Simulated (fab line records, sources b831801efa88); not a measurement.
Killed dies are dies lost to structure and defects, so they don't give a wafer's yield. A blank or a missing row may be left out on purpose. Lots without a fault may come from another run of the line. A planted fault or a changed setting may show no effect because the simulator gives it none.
A struck lot beside a sound one | flow sky130 | 22 steps out of a route of 708
Sound: wafers L150.3, L150.5, L150.6. Struck: wafer L161.2. (L161.6 of the same lot was not struck and is left out.) The cause comes at the end.
At each step with rows: each side's tool, then ch and its chambers, then its first start. Under that, the readings that differ: sound wafers | struck wafers | difference of the means | sigmas: that difference in standard deviations of wafers without a fault.
alike: readings whose means differ by less than 2 such deviations, and words and numbers that are the same on both sides. not compared: withheld readings, readings that some wafer has no value for, bounds like >300 that may hide the same value, and numbers for which the record gives no deviation and whose values overlap.
The two part at a step that has a row with sigmas, a row that says differs or no value, or rows on one side only. Numbers that don't overlap but have no deviation are shown without sigmas and don't part them. A reading that every wafer of one side lacks parts them only if that side has two wafers or more.

first, 1 step without rows for these wafers: SKY_LOCAL_INTERCONNECT_CLEAN_18 (cleans in O3/DIW).
SKY_CONTACT_CVD_00: deposits Si3N4, target thk 75 nm.
  sound on pecvd-02 ch 0,1,2, day 31 18:21; struck on pecvd-02 ch 2, day 35 01:38
  reading            | sound        | struck | difference | sigmas
  heater_power_w (W) | 588 728 1178 | 1201   | +370       | +2
SKY_CONTACT_THK_MEAS_01:
  sound on film_metro-01, day 31 18:24; struck on film_metro-02, day 35 01:41
  alike: CONTACT_CVD_00_THK
then, 1 step without rows for these wafers: SKY_CONTACT_HDPCVD_02 (deposits SiO2, target thk 565 nm, time 94.2 s).
SKY_CONTACT_THK_MEAS_03:
  sound on film_metro-04, day 31 18:32; struck on film_metro-01, day 35 01:49
  alike: CONTACT_HDPCVD_THK
SKY_CONTACT_CMP_04: polishes SiO2.
  sound on cmp-01 ch 0,1,2, day 31 18:40; struck on cmp-02 ch 2, day 35 01:58
  alike: motor_current_A, slurry_filter_dp_kPa, time_to_endpoint_s
SKY_CONTACT_BOW_MEAS_05:
  sound on film_metro-04, day 31 18:55; struck on film_metro-02, day 35 02:11
  alike: CONTACT_BOW
  not compared: hold
then, 5 steps without rows for these wafers: SKY_CONTACT_DEHYDRATE_06 (time 60 s); SKY_CONTACT_HMDS_07 (prime time 60 s); SKY_CONTACT_COAT_08 (resist thk 60 nm); SKY_CONTACT_COAT_09 (resist thk 450 nm); SKY_CONTACT_SOFTBAKE_10 (time 90 s).
SKY_CONTACT_EXPOSE_11: exposes mask CTM1, target cd 170 nm.
  sound on krf_scanner-01 ch 0, day 32 08:35; struck on krf_scanner-02 ch 0, day 35 15:37
  alike: mask
then, 2 steps without rows for these wafers: SKY_CONTACT_PEB_12; SKY_CONTACT_DEVELOP_13 (develop time 60 s).
SKY_CONTACT_CD_MEAS_14: target cd 170 nm.
  sound on cd_sem-02, day 32 21:58; struck on cd_sem-01, day 36 05:10
  reading    | sound             | struck | difference | sigmas
  cd_nm (nm) | 171.0 170.7 170.2 | 112.1  | -58.5      | -39
  not compared: hold
SKY_CONTACT_OVL_MEAS_15:
  sound on overlay-02, day 32 22:04; struck on overlay-01, day 36 06:52
  reading | sound | struck                   | difference                   | sigmas
  hold    | - - - | await_dispo/1.6h/release | no value on the sound wafers |
  alike: CONTACT_OVL
SKY_CONTACT_ETCH_16: etches BARC in N2/H2, stops on SiO2, time 45.9 s, target depth 60 nm.
  sound on rie_diel-04 ch 0,1,2, day 32 22:05; struck on rie_diel-03 ch 0, day 36 06:53
  reading                  | sound             | struck | difference | sigmas
  model.CONTACT.cd_nm (nm) | 170.6 171.5 169.2 | 112.8  | -57.6      |
  alike: drypump_motor_current_A, oes_product_au, throttle_valve_pct
  not compared: rf_hours_counter_h
SKY_CONTACT_ETCH_17: etches SiO2 in C4F8/O2/Ar, stops on Si3N4, target depth 340 nm.
  sound on rie_diel-04 ch 0,1,2, day 32 22:08; struck on rie_diel-03 ch 0, day 36 06:56
  alike: oes_product_au
SKY_CONTACT_ETCH_18: etches Si3N4 in CHF3/O2, stops on TiN, time 39 s, target depth 75 nm.
  sound on rie_diel-04 ch 0,1,2; struck on rie_diel-03 ch 0
  reading                  | sound             | struck | difference | sigmas
  model.CONTACT.cd_nm (nm) | 171.1 171.8 168.8 | 112.2  | -58.4      |
  alike: drypump_motor_current_A, oes_product_au, throttle_valve_pct
  not compared: rf_hours_counter_h
SKY_CONTACT_STRIP_19: strips in O2/N2.
  sound on plasma_asher-03 ch 0,1, day 32 22:15; struck on plasma_asher-04 ch 1, day 36 07:02
  reading                | sound | struck | difference                   | sigmas
  rf_hours_counter_h (h) | - - - | 103    | no value on the sound wafers |
  alike: drypump_motor_current_A, oes_product_au, strip_time_to_endpoint_s
-- the record jumps here: 13 days lie between the struck wafers' starts before and after (it left off in module CONTACT and takes up again in module PAD_OPEN, whose first step shown is number 708 of the route) --
SKY_PAD_OPEN_PROBE_99:
  sound on prober-02, day 46 18:01; struck on prober-01, day 49 06:21
  reading            | sound    | struck                   | difference                   | sigmas
  hold               | - - -    | await_dispo/4.3h/release | no value on the sound wafers |
  killed_at_contacts | 21 26 25 | 427                      | +403                         | +67
  killed_dies        | 72 76 80 | 492                      | +416                         | +43
  killed_on_rim      | 13 21 14 | 96                       | +80                          | +23
  killed_short       | 25 34 27 | 44                       | +15                          | +2
  alike: killed_at_M0_to_M3, killed_at_M4_up, killed_at_front_end, killed_at_other, killed_open

WHERE THEY PART
First at SKY_CONTACT_CVD_00; last, within this record, at SKY_PAD_OPEN_PROBE_99.

WHY: what the simulator had put in
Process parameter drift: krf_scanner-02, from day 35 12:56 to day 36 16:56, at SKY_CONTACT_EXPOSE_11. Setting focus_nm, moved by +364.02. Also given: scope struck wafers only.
